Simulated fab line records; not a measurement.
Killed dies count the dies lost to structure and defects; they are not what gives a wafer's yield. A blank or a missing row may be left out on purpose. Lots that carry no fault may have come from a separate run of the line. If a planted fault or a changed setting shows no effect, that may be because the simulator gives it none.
Chamber matching	flow sky130	SKY_CONTACT_CVD_00 on pecvd-04: 3 sister chambers
The step deposits Si3N4, target thk 75 nm. 6 wafers are shown with their chamber, then 9 later ones without.

WAFERS, EACH WITH ITS CHAMBER
wafer	chamber	heaterPowerW (W)	rfFwdPowerW (W)
L086.2	2	654	445.0
L086.5	0	643	444.3
L086.6	1	710	443.0
L088.1	2	754	445.2
L088.3	0	677	441.5
L088.4	1	743	439.0

WAFERS WHOSE CHAMBER IS MISSING
wafer	heaterPowerW (W)	rfFwdPowerW (W)
L092.1	659	441.8
L092.2	729	443.6
L092.4	750	445.8
L094.1	825	441.1
L094.2	766	443.5
L094.6	545	440.7
L097.3	628	442.0
L097.4	673	442.0
L097.5	635	444.0

EACH ONE'S CHAMBER
wafer	from the rows above	in truth
L092.1	can't be placed: 0 or 1 or 2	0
L092.2	can't be placed: 2 or 1 or 0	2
L092.4	can't be placed: 2 or 1 or 0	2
L094.1	can't be placed: 1 or 2 or 0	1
L094.2	can't be placed: 1 or 2 or 0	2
L094.6	can't be placed: 0 or 1 or 2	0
L097.3	can't be placed: 0 or 1 or 2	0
L097.4	can't be placed: 0 or 1 or 2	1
L097.5	can't be placed: 0 or 2 or 1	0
Correctly placed: 0 of 9. Can't be placed from these rows: 9 (the true chamber is among the candidates in 9). 0 placed wrongly.
How it was worked out, from the rows above alone: a wafer's distance from a chamber is the root of the sum, over the readings, of the square of ((its reading less the chamber's mean) divided by the reading's scatter). The wafer belongs to the nearest chamber; if the next one is less than 2 further off, it can't be placed. For every chamber, the mean is computed from those of its wafers that are shown. How the scatter is found: for the shown wafers, subtract from each reading the mean of its chamber, square and add these, divide the total by (wafers less chambers), then take the root.
